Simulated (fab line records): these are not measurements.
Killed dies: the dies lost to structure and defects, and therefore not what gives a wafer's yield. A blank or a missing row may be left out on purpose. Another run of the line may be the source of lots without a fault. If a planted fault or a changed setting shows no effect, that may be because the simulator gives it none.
Tool commonality check    flow gf180mcu    Lots sampled 14, wafers sampled 48

== THE REASON FOR OPENING IT ==
GF_DNWELL_TW_MEAS_09, reading DNWELL_TW: flagged on 2 of 14 lots. Fault-free wafers read 1349, with a standard deviation of 9.2.
Rule: a lot is flagged when every wafer of it that has a number lies more than 4 standard deviations from that mean, or none has a number. As for the other lots, they are considered sound.

lot   measured     on             DNWELL_TW, wafer by wafer  flag
L137  day 2 23:30  film-metro-02  1355 1356 1358             
L138  day 3 04:52  film-metro-03  1348 1356 1356             
L139  day 3 11:16  film-metro-02  1343 1350 1361             
L140  day 3 14:54  film-metro-03  1361 1366 1355             
L141  day 3 23:28  film-metro-03  1359 1369 1366             
L143  day 4 07:43  film-metro-04  31 31 31 31 31 31          FLAGGED
L144  day 4 15:58  film-metro-03  31 31 31 31 31 31          FLAGGED
L153  day 6 13:55  film-metro-02  1359 1360 1359             
L154  day 6 20:51  film-metro-04  1341 1336 1335             
L155  day 7 01:45  film-metro-04  1344 1343 1349             
L156  day 7 06:00  film-metro-03  1357 1354 1358             
L157  day 7 09:57  film-metro-02  1345 1347 1349             
L158  day 7 16:30  film-metro-02  1357 1352 1356             
L159  day 7 19:43  film-metro-04  1344 1346 1339             
The numbers of the flagged lots are 31 on average: -1318 against the usual, or -99 or more standard deviations.

== TOOL THAT RAN EACH LOT ==
The record keeps 1 process step preceding the reading, out of 602 steps on the route. Cell contents, in order: the tool; ch with the chambers the sampled wafers went through; the start.
lot   flag     GF_DNWELL_EXPOSE_04
L137           iline-stepper-02 ch 0, day 2 17:08
L138           iline-stepper-01 ch 0, day 2 22:41
L139           iline-stepper-02 ch 0, day 3 04:25
L140           iline-stepper-01 ch 0, day 3 08:16
L141           iline-stepper-01 ch 0, day 3 16:35
L143  FLAGGED  iline-stepper-02, day 4 01:19
L144  FLAGGED  iline-stepper-01, day 4 08:33
L153           iline-stepper-01 ch 0, day 6 06:25
L154           iline-stepper-02 ch 0, day 6 13:47
L155           iline-stepper-02 ch 0, day 6 17:57
L156           iline-stepper-02 ch 0, day 6 22:03
L157           iline-stepper-01 ch 0, day 7 01:31
L158           iline-stepper-01 ch 0, day 7 08:39
L159           iline-stepper-02 ch 0, day 7 12:05
What is done by these steps:
- GF_DNWELL_EXPOSE_04: exposes mask DNWELL, target cd 1700 nm.
- GF_DNWELL_TW_MEAS_09

== FLAGGED AGAINST TOTAL, ONE TOOL AT A TIME (gauges that did the reading follow at the end) ==
step                  tool              lots run  flagged  share of the flagged lots  sound lots run after its first flagged lot
GF_DNWELL_EXPOSE_04   iline-stepper-01  7         1        some                       3 (L153,L157,L158)
GF_DNWELL_EXPOSE_04   iline-stepper-02  7         1        some                       4 (L154,L155,L156,L159)
GF_DNWELL_TW_MEAS_09  film-metro-02     5         0        none                       -
GF_DNWELL_TW_MEAS_09  film-metro-03     5         1        some                       1 (L156)
GF_DNWELL_TW_MEAS_09  film-metro-04     4         1        some                       3 (L154,L155,L159)

== WHAT THE TABLE ALLOWS ==
No row of the table ran every flagged lot.

== WHAT THE SIMULATOR HAD PUT IN ==
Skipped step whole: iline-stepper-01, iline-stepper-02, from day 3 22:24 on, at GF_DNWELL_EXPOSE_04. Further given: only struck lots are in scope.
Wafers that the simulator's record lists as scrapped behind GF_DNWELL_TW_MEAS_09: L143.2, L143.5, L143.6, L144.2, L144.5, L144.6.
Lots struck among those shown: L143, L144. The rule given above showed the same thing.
